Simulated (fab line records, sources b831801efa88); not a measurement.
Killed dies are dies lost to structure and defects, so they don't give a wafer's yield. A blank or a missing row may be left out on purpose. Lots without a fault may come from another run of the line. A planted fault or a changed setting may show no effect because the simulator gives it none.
Which tool did it? | flow sky130 | 13 lots, 39 wafers sampled, at 4 steps of a route of 708

WHAT THE GAUGES READ, wafer by wafer
SKY_NWELL_THK_MEAS_02. Usual: NWELL_OXIDATION_THK 10.11 nm, standard deviation 0.21.
lot  | measured    | on            | NWELL_OXIDATION_THK (nm) | flag
L916 | day 2 12:13 | film_metro-02 | 10.43 10.30 10.35        |
L918 | day 2 22:40 | film_metro-03 | 10.17 10.28 10.21        |
L919 | day 3 03:51 | film_metro-02 | 9.78 9.81 9.68           |
L920 | day 3 11:58 | film_metro-03 | 9.76 9.72 10.19          |
L921 | day 3 17:27 | film_metro-03 | 9.66 9.83 9.86           |
L922 | day 3 21:32 | film_metro-03 | 10.11 10.16 10.21        |
L923 | day 3 23:41 | film_metro-03 | 10.14 9.98 10.16         |
L924 | day 4 04:55 | film_metro-03 | 10.04 10.26 10.34        |
L928 | day 5 04:53 | film_metro-02 | 9.97 9.96 9.99           |
L936 | day 7 08:14 | film_metro-03 | 10.14 10.25 10.40        |
L937 | day 7 08:15 | film_metro-02 | 10.12 10.40 10.34        |
L938 | day 7 12:03 | film_metro-03 | 10.22 10.18 10.11        |
L939 | day 8 20:25 | film_metro-03 | 10.01 10.02 10.05        |

SKY_SONOS_ONO_THK_MEAS_03. Usual: SONOS_ONO_CVD_02_THK 10.49 nm, standard deviation 0.16.
lot  | measured     | on            | SONOS_ONO_CVD_02_THK (nm) | flag
L916 | day 11 05:53 | film_metro-02 | 10.50 10.60 10.45         |
L918 | day 11 16:53 | film_metro-01 | 10.59 10.66 10.76         |
L919 | day 12 08:01 | film_metro-01 | 10.48 10.75 10.69         |
L920 | day 12 17:15 | film_metro-01 | 10.74 10.73 10.77         |
L921 | day 13 01:32 | film_metro-01 | 10.48 10.43 10.37         |
L922 | day 13 07:44 | film_metro-02 | 10.48 10.53 10.40         |
L923 | day 13 14:52 | film_metro-01 | 10.54 10.65 10.64         |
L924 | day 13 17:43 | film_metro-01 | 10.54 10.65 10.55         |
L928 | day 15 08:01 | film_metro-03 | 10.55 10.46 10.46         |
L936 | day 19 00:28 | film_metro-03 | 10.73 10.51 10.60         |
L937 | day 18 18:54 | film_metro-02 | 10.28 10.30 10.30         |
L938 | day 19 02:46 | film_metro-03 | 10.27 10.15 10.37         |
L939 | day 21 02:47 | film_metro-01 | 10.28 10.25 10.22         |

SKY_POLY_GATE_CD_MEAS_13: target cd 150 nm. Usual: cd_nm 149.9 nm, standard deviation 2.
lot  | measured     | on        | cd_nm (nm)        | flag
L916 | day 15 22:24 | cd_sem-01 | 153.7 153.3 152.6 |
L918 | day 16 09:28 | cd_sem-02 | 147.1 149.4 147.5 |
L919 | day 17 03:02 | cd_sem-02 | 151.5 149.4 150.0 |
L920 | day 17 13:57 | cd_sem-01 | 150.5 151.1 150.2 |
L921 | day 18 02:15 | cd_sem-01 | 147.5 147.8 146.8 |
L922 | day 18 06:03 | cd_sem-02 | 152.1 151.0 152.0 |
L923 | day 18 17:02 | cd_sem-01 | 147.2 147.7 146.0 |
L924 | day 18 20:07 | cd_sem-01 | 148.2 147.2 148.2 |
L928 | day 20 12:50 | cd_sem-01 | 149.7 148.4 150.1 |
L936 | day 24 10:37 | cd_sem-01 | 150.5 150.7 150.9 |
L937 | day 24 05:52 | cd_sem-02 | 150.1 150.6 150.6 |
L938 | day 24 12:37 | cd_sem-01 | 153.4 152.8 150.8 |
L939 | day 26 12:02 | cd_sem-02 | 151.2 150.9 150.9 |

WHICH TOOL RAN EACH LOT (tool, then ch and the chambers of the sampled wafers, then the start)
lot  | SKY_NWELL_EXPOSE_20
L916 | iline_stepper-02 ch 0, day 4 22:38
L918 | iline_stepper-01 ch 0, day 5 09:43
L919 | iline_stepper-01 ch 0, day 5 16:34
L920 | iline_stepper-02 ch 0, day 6 01:50
L921 | iline_stepper-01 ch 0, day 6 07:20
L922 | iline_stepper-01 ch 0, day 6 12:10
L923 | iline_stepper-01 ch 0, day 6 14:18
L924 | iline_stepper-01 ch 0, day 6 20:05
L928 | iline_stepper-01 ch 0, day 7 18:12
L936 | iline_stepper-01 ch 0, day 10 10:09
L937 | iline_stepper-01 ch 0, day 10 09:34
L938 | iline_stepper-01 ch 0, day 10 12:28
L939 | iline_stepper-01 ch 0, day 12 02:18
- SKY_NWELL_EXPOSE_20: exposes mask NWM COMPLEMENT, target cd 840 nm.

WHAT THE TOOLS THEMSELVES READ (means of the sampled wafers that have a number; where no wafer has one, the mark that the record gives instead)
The record holds no such reading with a usual standard deviation.

THE ANSWER, worked out from the rows above alone
Rule: a lot is off if the mean of its wafers that have a number lies more than 3 standard deviations from the usual mean. A lot without any number at a reading at which 4 lots or more have one is off too. The other lots that the step has rows for count as sound. The gauges are gone through in route order, then the tools' own readings, and for those a lot's mean is taken as printed above. The first step at which some lot is off is used, and at that step the reading that is off furthest; a lot without a number counts as furthest.
No lot is off at any reading shown: from this, nothing can be told.

WHAT THE SIMULATOR HAD PUT IN
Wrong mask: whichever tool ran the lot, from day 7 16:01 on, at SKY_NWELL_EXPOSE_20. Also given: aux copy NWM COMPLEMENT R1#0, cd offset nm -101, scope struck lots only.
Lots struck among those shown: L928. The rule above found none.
